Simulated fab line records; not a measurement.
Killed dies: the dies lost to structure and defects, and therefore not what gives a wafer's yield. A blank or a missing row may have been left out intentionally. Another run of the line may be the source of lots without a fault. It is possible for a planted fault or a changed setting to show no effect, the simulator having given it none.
Split-lot experiment / flow sfq_line / 5 lots, 23 wafers read, on a route of 325 steps

## ABOUT THE SPLIT
At SFQ_TRILAYER_M5_LITHO_EXPOSE_124 (exposes mask M5, target cd 700 nm), the setting dose_mj was moved away from the recipe's 14.4 on 11 of the 23 wafers read, by -6.9% to +6.7%. The other wafers ran this setting at the recipe's value.

Split to reading: the file shows no intervening step.

## THE READING
M5.cd_nm (the simulator's own value, which no gauge read), in nm, at SFQ_TRILAYER_M5_BARC_OPEN_METAL_ETCH_161 (etches BARC in O2, target depth 125 nm, time 41.7 s). The file gives no usual value for it. Average 698.5 nm, standard deviation 1.6 nm, over the 12 wafers here run with the recipe.

wafer=L074.1; tool, chamber at the split=krf_scanner-01, 0; dose_mj as run=14.4; against the recipe=recipe; M5.cd_nm, nm=696; against lot-mates on the recipe=-
wafer=L074.2; tool, chamber at the split=krf_scanner-01, 0; dose_mj as run=14.4; against the recipe=recipe; M5.cd_nm, nm=696.9; against lot-mates on the recipe=-
wafer=L074.3; tool, chamber at the split=krf_scanner-01, 0; dose_mj as run=14.83; against the recipe=+3.0%; M5.cd_nm, nm=692.5; against lot-mates on the recipe=-4.0
wafer=L074.4; tool, chamber at the split=krf_scanner-01, 0; dose_mj as run=14.83; against the recipe=+3.0%; M5.cd_nm, nm=692.5; against lot-mates on the recipe=-4.0
wafer=L074.5; tool, chamber at the split=krf_scanner-01, 0; dose_mj as run=14.83; against the recipe=+3.0%; M5.cd_nm, nm=692.3; against lot-mates on the recipe=-4.2
wafer=L075.1; tool, chamber at the split=krf_scanner-01, 0; dose_mj as run=14.4; against the recipe=recipe; M5.cd_nm, nm=701.2; against lot-mates on the recipe=-
wafer=L075.2; tool, chamber at the split=krf_scanner-01, 0; dose_mj as run=13.4; against the recipe=-6.9%; M5.cd_nm, nm=709.6; against lot-mates on the recipe=+8.9
wafer=L075.3; tool, chamber at the split=krf_scanner-01, 0; dose_mj as run=13.4; against the recipe=-6.9%; M5.cd_nm, nm=709.9; against lot-mates on the recipe=+9.2
wafer=L075.4; tool, chamber at the split=krf_scanner-01, 0; dose_mj as run=13.4; against the recipe=-6.9%; M5.cd_nm, nm=711.6; against lot-mates on the recipe=+10.9
wafer=L075.6; tool, chamber at the split=krf_scanner-01, 0; dose_mj as run=14.4; against the recipe=recipe; M5.cd_nm, nm=700.2; against lot-mates on the recipe=-
wafer=L076.3; tool, chamber at the split=krf_scanner-01, 0; dose_mj as run=14.4; against the recipe=recipe; M5.cd_nm, nm=696.3; against lot-mates on the recipe=-
wafer=L076.4; tool, chamber at the split=krf_scanner-01, 0; dose_mj as run=14.4; against the recipe=recipe; M5.cd_nm, nm=700.1; against lot-mates on the recipe=-
wafer=L076.6; tool, chamber at the split=krf_scanner-01, 0; dose_mj as run=14.4; against the recipe=recipe; M5.cd_nm, nm=697.3; against lot-mates on the recipe=-
wafer=L081.1; tool, chamber at the split=krf_scanner-02, 0; dose_mj as run=14.4; against the recipe=recipe; M5.cd_nm, nm=697.9; against lot-mates on the recipe=-
wafer=L081.2; tool, chamber at the split=krf_scanner-02, 0; dose_mj as run=15.36; against the recipe=+6.7%; M5.cd_nm, nm=688.5; against lot-mates on the recipe=-9.5
wafer=L081.3; tool, chamber at the split=krf_scanner-02, 0; dose_mj as run=15.36; against the recipe=+6.7%; M5.cd_nm, nm=688.8; against lot-mates on the recipe=-9.2
wafer=L081.4; tool, chamber at the split=krf_scanner-02, 0; dose_mj as run=14.4; against the recipe=recipe; M5.cd_nm, nm=698.1; against lot-mates on the recipe=-
wafer=L081.6; tool, chamber at the split=krf_scanner-02, 0; dose_mj as run=15.36; against the recipe=+6.7%; M5.cd_nm, nm=689.1; against lot-mates on the recipe=-8.9
wafer=L084.1; tool, chamber at the split=krf_scanner-01, 0; dose_mj as run=14.4; against the recipe=recipe; M5.cd_nm, nm=699.1; against lot-mates on the recipe=-
wafer=L084.2; tool, chamber at the split=krf_scanner-01, 0; dose_mj as run=13.54; against the recipe=-6.0%; M5.cd_nm, nm=709.8; against lot-mates on the recipe=+10.4
wafer=L084.3; tool, chamber at the split=krf_scanner-01, 0; dose_mj as run=14.4; against the recipe=recipe; M5.cd_nm, nm=699.8; against lot-mates on the recipe=-
wafer=L084.4; tool, chamber at the split=krf_scanner-01, 0; dose_mj as run=14.4; against the recipe=recipe; M5.cd_nm, nm=699.2; against lot-mates on the recipe=-
wafer=L084.5; tool, chamber at the split=krf_scanner-01, 0; dose_mj as run=13.54; against the recipe=-6.0%; M5.cd_nm, nm=711.9; against lot-mates on the recipe=+12.5

THE FIT
A straight line over all 23 wafers: M5.cd_nm changes by -1.71 nm for each +1% of dose_mj; r = -0.98; the points scatter about the line by 1.6 nm.
The same after taking each lot's own level away (the mean of its wafers on the recipe; 23 wafers): -1.48 nm for each +1%; r = -0.98; scatter 1.2 nm.
On that fit, the largest move of dose_mj shifts the reading by 10 nm.
The span of the lots' own levels, 696.45 to 700.70 nm, comes to 2.6 times the standard deviation stated above.
Thus the slope moves with the lot-to-lot level: the two fits are different.
Check: for one of the wafers moved furthest among these (-6.9%), held out of the fit, the line's prediction against its lot-mates is +10.9 nm. It came out at +8.9 nm against them.

## THESE WAFERS: OTHER SPLITS
Before the reading, these wafers also passed through other splits. Each is held against what the fit with the lots' levels taken away leaves over:
other split on the same wafers=SFQ_TRILAYER_JJ_CE_BARC_OPEN_RIE_150 pressure_mtorr; wafers away from the commonest value=10; r with M5.cd_nm (lot level and that fit taken away)=-0.25

## FILE'S OWN FIT
M5.cd_nm changes by -1.52 nm for each +1% of dose_mj, r = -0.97.
